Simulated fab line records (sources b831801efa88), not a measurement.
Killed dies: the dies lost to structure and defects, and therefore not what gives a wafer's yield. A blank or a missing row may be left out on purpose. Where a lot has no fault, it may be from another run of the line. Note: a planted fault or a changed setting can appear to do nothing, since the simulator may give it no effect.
8D (eight disciplines) problem report, filled in by code + flow sky130 + the parts of the form that need people (team, actions taken, sign-off) are left out

1. THE ISSUE
Wafers free of any fault read 1642 nm (standard deviation 16) for VIA3_HDPCVD_THK at SKY_VIA3_THK_MEAS_01, against a mean of 2799 nm on 6 wafers of 2 lots. Measured from the usual mean, that is +72 standard deviations.
First observed at day 42 02:01: wafer L854.1, on film-metro-03. The record has a number at this step for 33 wafers belonging to 11 lots. The rule behind "out" and "out of limits": a value lying over 4 standard deviations away from the usual mean. All remaining wafers that have a number are taken as sound.

2. WHAT IT IS, AND WHAT IT ISN'T
| question                    | is                           | is not                                                                                       |
|-----------------------------|------------------------------|----------------------------------------------------------------------------------------------|
| which readings at this step | VIA3_HDPCVD_THK              | -                                                                                            |
| which lots                  | L853, L854                   | L842, L844, L846, L848, L855, L857, L860, L862, L865                                         |
| which wafers of those lots  | all that have a number       | -                                                                                            |
| read on which gauges        | film-metro-03, film-metro-04 | film-metro-02                                                                                |
| when                        | from day 42 02:01            | up to then (12 sound wafers); but 15 sound wafers of L855, L857, L860, L862, L865 came after |

3. THE SUSPECTS, EACH WITH WHAT RULES IT OUT
Counting: a tool stays on the suspect list if, at a process step up to the reading, it processed all lots that are out and no sound lot following the first of them.
- the gauge at SKY_VIA3_THK_MEAS_01 has been ruled out. Those wafers that are out were read across 2 gauges (film-metro-03, film-metro-04).
- hdpcvd-02 at SKY_VIA3_HDPCVD_00 (deposits SiO2, target thk 1635 nm, time 272.5 s): kept. Every lot that is out went through it, starting with L854 (day 42 01:50), and after that it ran no sound lot; the last sound lot it ran before then is L846 (day 39 10:13).
Remaining after the count: hdpcvd-02 at SKY_VIA3_HDPCVD_00.

4. THE CAUSE (what the simulator had put in)
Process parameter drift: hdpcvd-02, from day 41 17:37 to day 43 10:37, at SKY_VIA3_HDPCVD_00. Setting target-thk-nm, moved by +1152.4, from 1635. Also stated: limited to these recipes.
This tool alone remained once counting was done.

5. THE CHAIN OF EFFECTS, in route order
Each row: a reading whose mean over the struck wafers that have a number lies more than 3 standard deviations from the usual. Readings are gone through only where the record gives a usual standard deviation; hours: the median, over the lots, of the time from a lot's start at the first step in this table giving one to that lot's start at this step; sigmas: the change measured in usual standard deviations.
| hours | step                 | reading         | usual   | on struck wafers | change | sigmas |
|-------|----------------------|-----------------|---------|------------------|--------|--------|
| 0     | SKY_VIA3_THK_MEAS_01 | VIA3_HDPCVD_THK | 1642 nm | 2799             | +1157  | +72    |

6. WHAT WOULD HAVE CAUGHT IT SOONER
In this record the first reading out of limits at a measuring or inspecting step was taken at day 42 02:01, 8 hours after the fault began at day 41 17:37.
Lots out: 2; of these, L853 started SKY_VIA3_HDPCVD_00 on hdpcvd-02 after day 42 02:01. Holding the tool at that time would have saved it.
